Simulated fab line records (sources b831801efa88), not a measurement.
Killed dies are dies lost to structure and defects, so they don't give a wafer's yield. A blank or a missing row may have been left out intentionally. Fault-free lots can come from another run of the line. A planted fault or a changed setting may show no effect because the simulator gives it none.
fab line records	flow gf180mcu
[record] lots = 12	wafers = 36	last-day = 34
route steps=602 shown MVPSD@89 POLY_GATE@170 HV_LDD@185 CONTACT@292
lots untouched by any fault: they come from a run of this same line in which no faults occurred
start-h: the number of hours between the record's first day and the start of the first shown wafer of the lot	wait-h: hours since the lot's step before	" repeats the value in the row above	L1.1+2: a row that stands for several wafers	- either no value or no given start	* or withheld: withheld	< > ~ a bound
route shown NAME@n: a module of which the file shows steps, and the number in the route of the first	usual: mean and standard deviation over wafers with no fault	same: alike in all rows	chamber/n: place in a boat	sites: per-site readings	_std_site: their standard deviation	_edge_site: the outer-site mean with the inner-site mean subtracted	radius-mm: how far each site lies from the wafer's centre	mask NAME#n: copy n	behind: the last tool/chamber to shape the wafer	hold: the reason the lot was held/the length of the hold in hours/how it ended	device: whichever transistor did not switch (one of n, p or np)	end of line: the tests these same wafers got at the end of their route	step lacking rows: just its recipe	killed: the dies lost at the first sort to structure and to defects; this is not the yield of the wafer	map: a wafer's dies, x killed, . not, _ none there
set.NAME: the run value of the setting; set.NAME@STEP: its run value at that earlier step	model.NAME: the simulator's own value behind a step, which no gauge read
the route's steps for a sample of lots (tables are steps, rows are wafers)
services: the hour from which a tool's chamber was out of use, counted from the record's first day as start-h (under 0 if before that day), plus the number of hours and why
[[steps]]
[step GF_MVPSD_TW_MEAS_11]
[usual] MVPSD_TW = 554/8
lot.wafer	tool	chamber	start-h	wait-h	MVPSD_TW
L987.1	film-metro-03	-	99.32	0.1	554
L987.2	"	-	"	"	554
L987.5	"	-	"	"	556
L992.2	film-metro-03	-	128.18	0.1	554
L992.4	"	-	"	"	553
L992.6	"	-	"	"	554
L994.2	film-metro-03	-	139.73	0.1	555
L994.3	"	-	"	"	553
L994.6	"	-	"	"	556
L998.1	film-metro-02	-	162.98	0.1	562
L998.3	"	-	"	"	559
L998.5	"	-	"	"	561
L101.1	film-metro-02	-	181.03	0.1	561
L101.4	"	-	"	"	561
L101.6	"	-	"	"	562
L104.3	film-metro-04	-	201.06	0.1	549
L104.5	"	-	"	"	544
L104.6	"	-	"	"	546
L105.1	film-metro-04	-	206.02	0.1	547
L105.3	"	-	"	"	547
L105.4	"	-	"	"	545
L106.2	film-metro-04	-	210.00	0.1	547
L106.3	"	-	"	"	545
L106.4	"	-	"	"	545
L107.1	film-metro-04	-	215.67	0.1	546
L107.2	"	-	"	"	544
L107.5	"	-	"	"	545
L108.2	film-metro-03	-	223.20	0.1	560
L108.3	"	-	"	"	561
L108.6	"	-	"	"	564
L109.1	film-metro-04	-	236.52	0.1	546
L109.4	"	-	"	"	546
L109.6	"	-	"	"	543
L110.2	film-metro-04	-	237.48	0.1	547
L110.5	"	-	"	"	539
L110.6	"	-	"	"	546
[step GF_POLY_GATE_ETCH_13]
[recipe] target = poly-Si	target-depth-nm = 198.5	stop-on = SiO2	over-etch-frac = 0.403	chemistry = HBr/Cl2	icp-w = 400	bias-w = 100	pressure-mtorr = 10	HBr_flow_sccm = 150	Cl2_flow_sccm = 50	time-s = 69.6
[usual] drypump-motor-current-A = 5.7/0.3	oes-product-au = 0.990/0.009	rf-fwd-power-W = 397.2/1.4	throttle-valve-pct = 33.683/0.0077
[same] time-s = 69.6
lot.wafer	tool	chamber	start-h	wait-h	drypump-motor-current-A	oes-product-au	rf-fwd-power-W	rf-hours-counter-h	throttle-valve-pct
L987.1	rie-si-02	2	201.58	-	5.8	0.983	397.3	1	33.689
L987.2	"	3	"	"	5.9	0.995	396.2	74	33.680
L987.5	"	1	"	"	5.3	0.981	397.6	-	33.684
L992.2	rie-si-01	3	233.44	-	6.1	1.004	392.9	92	33.690
L992.4	"	0	"	"	6.1	0.992	398.1	11	33.690
L992.6	"	0	"	"	6.1	0.986	396.7	-	33.679
L994.2	rie-si-02	0	248.56	-	5.4	0.995	399.8	14	33.682
L994.3	"	3	"	"	5.9	0.981	395.2	75	33.682
L994.6	"	2	"	"	5.8	0.993	398.4	-	33.666
L998.1	rie-si-01	2	274.31	-	6.0	0.980	393.8	1	33.685
L998.3	"	0	"	"	6.1	0.980	397.2	11	33.688
L998.5	"	0	"	"	6.1	0.989	395.9	-	33.682
L101.1	rie-si-02	2	298.09	-	5.8	0.980	396.9	2	33.690
L101.4	"	0	"	"	5.5	0.992	397.6	14	33.684
L101.6	"	1	"	"	5.3	0.975	395.5	-	33.670
L104.3	rie-si-02	2	321.51	-	5.8	0.992	401.0	2	33.673
L104.5	"	1	"	"	5.3	0.984	396.7	-	33.678
L104.6	"	0	"	"	5.4	0.996	396.7	-	33.683
L105.1	rie-si-02	3	326.49	-	5.9	0.994	396.0	75	33.671
L105.3	"	0	"	"	5.5	1.003	396.9	15	33.685
L105.4	"	1	"	"	5.3	0.988	396.5	83	33.686
L106.2	rie-si-02	3	334.46	-	5.9	0.983	395.2	75	33.680
L106.3	"	2	"	"	5.8	0.984	397.9	2	33.688
L106.4	"	0	"	"	5.5	0.991	397.9	15	33.681
L107.1	rie-si-02	1	338.41	-	5.2	0.984	397.4	83	33.683
L107.2	"	3	"	"	5.9	0.980	397.2	75	33.680
L107.5	"	0	"	"	5.5	0.998	398.0	-	33.687
L108.2	rie-si-02	0	346.26	-	5.5	0.987	397.2	15	33.686
L108.3	"	1	"	"	5.3	0.972	395.9	83	33.688
L108.6	"	1	"	"	5.3	0.976	398.1	-	33.700
L109.1	rie-si-02	2	365.69	-	5.8	0.980	398.1	2	33.679
L109.4	"	0	"	"	5.5	0.995	398.3	15	33.685
L109.6	"	0	"	"	5.5	0.989	395.9	-	33.677
L110.2	rie-si-01	0	367.33	-	6.1	0.981	396.8	12	33.677
L110.5	"	3	"	"	6.1	0.975	396.7	-	33.668
L110.6	"	0	"	"	6.1	0.969	397.1	-	33.695
[step GF_HV_LDD_IMPLANT_09]
[recipe] species = As	energy-kev = 40	dose-cm2 = 1e+14	tilt-deg = 7
[usual] beam-energy-keV = 40.002/0.013	end-station-pressure-torr = 5.47e-06/2.8e-07
lot.wafer	tool	chamber	start-h	wait-h	beam-energy-keV	end-station-pressure-torr
L987.1	implanter-04	0	222.19	0.0	39.974	6.01e-06
L987.2	"	0	"	"	39.992	5.21e-06
L987.5	"	0	"	"	39.985	5.42e-06
L992.2	implanter-03	0	253.73	0.0	35.519	5.61e-06
L992.4	"	0	"	"	35.498	5.73e-06
L992.6	"	0	"	"	35.498	5e-06
L994.2	implanter-04	0	269.62	0.0	40.024	5.58e-06
L994.3	"	0	"	"	40.034	5.5e-06
L994.6	"	0	"	"	40.001	5.49e-06
L998.1	implanter-03	0	295.19	0.0	35.499	5.68e-06
L998.3	"	0	"	"	35.487	5.27e-06
L998.5	"	0	"	"	35.487	5.5e-06
L101.1	implanter-02	0	319.49	0.0	39.980	5.83e-06
L101.4	"	0	"	"	39.993	5.53e-06
L101.6	"	0	"	"	39.977	5.87e-06
L104.3	implanter-02	0	344.69	0.1	40.001	5.71e-06
L104.5	"	0	"	"	40.027	5.59e-06
L104.6	"	0	"	"	40.011	5.11e-06
L105.1	implanter-02	0	349.86	0.0	40.001	5.03e-06
L105.3	"	0	"	"	39.991	5.46e-06
L105.4	"	0	"	"	39.990	5.03e-06
L106.2	implanter-04	0	358.17	0.0	39.997	5.36e-06
L106.3	"	0	"	"	40.026	5.55e-06
L106.4	"	0	"	"	40.014	5.51e-06
L107.1	implanter-03	0	362.05	0.0	40.003	5.44e-06
L107.2	"	0	"	"	39.991	5.21e-06
L107.5	"	0	"	"	39.999	5.58e-06
L108.2	implanter-04	0	369.91	0.0	40.008	5.46e-06
L108.3	"	0	"	"	40.006	5.45e-06
L108.6	"	0	"	"	40.016	5.69e-06
L109.1	implanter-02	0	389.39	0.0	40.010	4.96e-06
L109.4	"	0	"	"	39.990	5.25e-06
L109.6	"	0	"	"	39.994	5.75e-06
L110.2	implanter-03	0	392.67	0.0	39.994	4.95e-06
L110.5	"	0	"	"	39.994	5.67e-06
L110.6	"	0	"	"	39.991	5.44e-06
[step GF_HV_LDD_TW_MEAS_11]
[usual] HV_LDD_TW = 2417/37
lot.wafer	tool	chamber	start-h	wait-h	HV_LDD_TW
L987.1	film-metro-02	-	222.44	0.1	2463
L987.2	"	-	"	"	2456
L987.5	"	-	"	"	2462
L992.2	film-metro-03	-	253.97	0.1	2350
L992.4	"	-	"	"	2354
L992.6	"	-	"	"	2345
L994.2	film-metro-04	-	269.85	0.1	2369
L994.3	"	-	"	"	2385
L994.6	"	-	"	"	2374
L998.1	film-metro-04	-	295.44	0.1	2289
L998.3	"	-	"	"	2278
L998.5	"	-	"	"	2286
L101.1	film-metro-02	-	319.74	0.1	2449
L101.4	"	-	"	"	2443
L101.6	"	-	"	"	2455
L104.3	film-metro-03	-	344.91	0.1	2441
L104.5	"	-	"	"	2449
L104.6	"	-	"	"	2438
L105.1	film-metro-04	-	350.11	0.1	2361
L105.3	"	-	"	"	2368
L105.4	"	-	"	"	2364
L106.2	film-metro-02	-	358.40	0.1	2448
L106.3	"	-	"	"	2457
L106.4	"	-	"	"	2463
L107.1	film-metro-03	-	362.30	0.1	2432
L107.2	"	-	"	"	2430
L107.5	"	-	"	"	2438
L108.2	film-metro-04	-	370.14	0.1	2380
L108.3	"	-	"	"	2384
L108.6	"	-	"	"	2391
L109.1	film-metro-02	-	389.64	0.1	2444
L109.4	"	-	"	"	2443
L109.6	"	-	"	"	2445
L110.2	film-metro-04	-	392.90	0.1	2370
L110.5	"	-	"	"	2379
L110.6	"	-	"	"	2369
[step GF_HV_LDD_RS_MEAS_53]
[recipe] thk-meas-gauge = four-point-probe
[usual] HV_LDD_RS = 418.6/0.85
lot.wafer	tool	chamber	start-h	wait-h	HV_LDD_RS[ohm/sq]
L987.1	film-metro-03	-	280.16	0.1	418.3
L987.2	"	-	"	"	417.7
L987.5	"	-	"	"	417.9
L992.2	film-metro-03	-	315.34	0.1	420.4
L992.4	"	-	"	"	420.9
L992.6	"	-	"	"	422.3
L994.2	film-metro-04	-	332.23	0.1	419.1
L994.3	"	-	"	"	418.0
L994.6	"	-	"	"	419.2
L998.1	film-metro-03	-	360.26	0.1	421.9
L998.3	"	-	"	"	422.4
L998.5	"	-	"	"	422.2
L101.1	film-metro-02	-	387.62	0.1	417.6
L101.4	"	-	"	"	418.7
L101.6	"	-	"	"	417.7
L104.3	film-metro-03	-	412.86	0.1	419.6
L104.5	"	-	"	"	418.9
L104.6	"	-	"	"	419.4
L105.1	film-metro-04	-	419.17	0.1	419.0
L105.3	"	-	"	"	419.2
L105.4	"	-	"	"	419.5
L106.2	film-metro-04	-	427.68	0.1	417.4
L106.3	"	-	"	"	417.8
L106.4	"	-	"	"	418.1
L107.1	film-metro-04	-	432.61	0.1	419.6
L107.2	"	-	"	"	419.4
L107.5	"	-	"	"	417.5
L108.2	film-metro-02	-	441.80	0.1	418.9
L108.3	"	-	"	"	418.0
L108.6	"	-	"	"	418.3
L109.1	film-metro-02	-	462.57	0.1	418.5
L109.4	"	-	"	"	418.3
L109.6	"	-	"	"	419.0
L110.2	film-metro-04	-	466.03	0.1	418.4
L110.5	"	-	"	"	418.8
L110.6	"	-	"	"	419.8
[step GF_CONTACT_BOW_MEAS_05]
[recipe] mode = bow
[usual] CONTACT_BOW = 64/7
lot.wafer	tool	chamber	start-h	wait-h	CONTACT_BOW[um]
L987.1	film-metro-02	-	347.91	0.1	64
L987.2	"	-	"	"	58
L987.5	"	-	"	"	63
L992.2	film-metro-04	-	386.73	0.2	71
L992.4	"	-	"	"	75
L992.6	"	-	"	"	72
L994.2	film-metro-02	-	404.67	0.2	60
L994.3	"	-	"	"	53
L994.6	"	-	"	"	59
L998.1	film-metro-02	-	434.81	0.1	70
L998.3	"	-	"	"	63
L998.5	"	-	"	"	59
L101.1	film-metro-02	-	464.86	0.2	61
L101.4	"	-	"	"	72
L101.6	"	-	"	"	65
L104.3	film-metro-04	-	491.26	0.3	64
L104.5	"	-	"	"	50
L104.6	"	-	"	"	68
L105.1	film-metro-03	-	497.04	0.2	74
L105.3	"	-	"	"	81
L105.4	"	-	"	"	65
L106.2	film-metro-04	-	506.49	0.3	53
L106.3	"	-	"	"	61
L106.4	"	-	"	"	57
L107.1	film-metro-02	-	510.00	0.1	55
L107.2	"	-	"	"	47
L107.5	"	-	"	"	56
L108.2	film-metro-04	-	519.02	0.2	62
L108.3	"	-	"	"	61
L108.6	"	-	"	"	59
L109.1	film-metro-03	-	539.02	0.2	80
L109.4	"	-	"	"	75
L109.6	"	-	"	"	73
L110.2	film-metro-04	-	541.91	0.2	61
L110.5	"	-	"	"	63
L110.6	"	-	"	"	61
[[services]]
tool	chamber	start-h	hours	kind
implanter-03	-	183.75	2.6	repair
rie-si-01	-	199.25	2.8	pm
implanter-03	-	200.05	3.0	repair
rie-si-02	-	202.00	2.8	pm
rie-si-02	3	218.75	8.9	repair
rie-si-02	-	228.18	0.1	repair
implanter-03	-	229.52	18.9	repair
rie-si-01	3	239.68	3.3	repair
rie-si-02	3	255.61	7.3	repair
rie-si-01	1	262.13	6.8	repair
rie-si-01	3	277.90	23.5	repair
rie-si-01	3	335.70	-	clean
rie-si-01	3	335.70	22.3	scheduled-down
rie-si-01	3	335.70	22.3	vent-cycle
implanter-03	-	336.41	3.3	repair
implanter-03	-	357.60	1.8	repair
rie-si-02	1	382.85	-	clean
rie-si-02	1	382.85	18.7	scheduled-down
rie-si-02	1	382.85	18.7	vent-cycle
rie-si-02	3	383.02	10.4	repair
implanter-04	-	389.88	2.9	repair
[[key]]
[first-sign] step = GF_HV_LDD_IMPLANT_09	reading = beam-energy-keV	direction = down	sigmas = 99+	usual = 40.002	struck = 35.498
[effect] step = GF_HV_LDD_TW_MEAS_11	reading = HV_LDD_TW	direction = down	sigmas = 2.7	usual = 2417	struck = 2317
[effect] step = GF_HV_LDD_RS_MEAS_53	reading = HV_LDD_RS	direction = up	sigmas = 3.7	usual = 418.6	struck = 421.7
met-at GF_HV_LDD_IMPLANT_09
struck-lots L992,L998
tester-left-out L992,L998
not-acting-at GF_MVPSD_TW_MEAS_11,GF_POLY_GATE_ETCH_13,GF_CONTACT_BOW_MEAS_05
[fault] kind = process-parameter-drift	tool = implanter-03	chamber = -	onset-h = 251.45	steps = GF_HV_LDD_IMPLANT_09	channel = energy-kev	offset = -4.5038	shape = step	end-h = 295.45	acts-in = these-recipes-only	stated = 40
// tester-left-out: of these lots the tester's yield and bins aren't shown, on N5 and GAA mostly nor the transistor test; their killed dies are dies lost to structure and defects alone, not to doping, threshold or leakage, so they don't give the yield
